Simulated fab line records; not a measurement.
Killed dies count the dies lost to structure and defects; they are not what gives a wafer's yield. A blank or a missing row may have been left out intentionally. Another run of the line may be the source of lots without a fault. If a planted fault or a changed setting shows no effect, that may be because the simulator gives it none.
Chamber matching    flow sky130    SKY_VIA3_ETCH_14 on rie diel-03: 4 sister chambers
The step etches BARC in N2/H2, stops on SiO2, time 45.9 s, target depth 60 nm. 8 wafers are shown with their chamber, then 7 later ones without.

## WAFERS WITH THEIR CHAMBER
wafer   chamber  drypump motor current A (A)  oes product au (a.u.)
L084.1  0        5.2                          0.861
L084.3  3        5.3                          0.845
L084.4  1        6.2                          0.846
L088.3  0        5.2                          0.855
L088.5  1        6.2                          0.841
L088.6  2        5.8                          0.862
L090.2  2        5.8                          0.852
L090.3  3        5.4                          0.852

## WAFERS WITHOUT THEIR CHAMBER
wafer   drypump motor current A (A)  oes product au (a.u.)
L090.5  5.3                          0.859
L096.3  6.2                          0.849
L096.4  5.3                          0.851
L096.5  5.3                          0.859
L097.2  5.7                          0.855
L097.3  6.2                          0.851
L097.4  5.2                          0.849

## CHAMBER TAKEN BY EACH
wafer   from the rows above      in truth
L090.5  can't be placed: 3 or 0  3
L096.3  1                        1
L096.4  can't be placed: 3 or 0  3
L096.5  can't be placed: 3 or 0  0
L097.2  2                        2
L097.3  1                        1
L097.4  0                        0
Correctly placed: 4 of 7. These rows do not allow placing 3 (true chamber among the candidates in 3). Placed wrongly: 0.
How it was worked out, from the rows above alone: a wafer's distance from a chamber is the root of the sum, over the readings, of the square of ((its reading less the chamber's mean) divided by the reading's scatter). The wafer belongs to the nearest chamber; if the next one is less than 2 further off, it can't be placed. Each chamber's mean is taken over the wafers shown for it. The scatter is the square root of a quotient: the sum, over the shown wafers, of each reading's squared deviation from its chamber's mean, divided by wafers minus chambers.
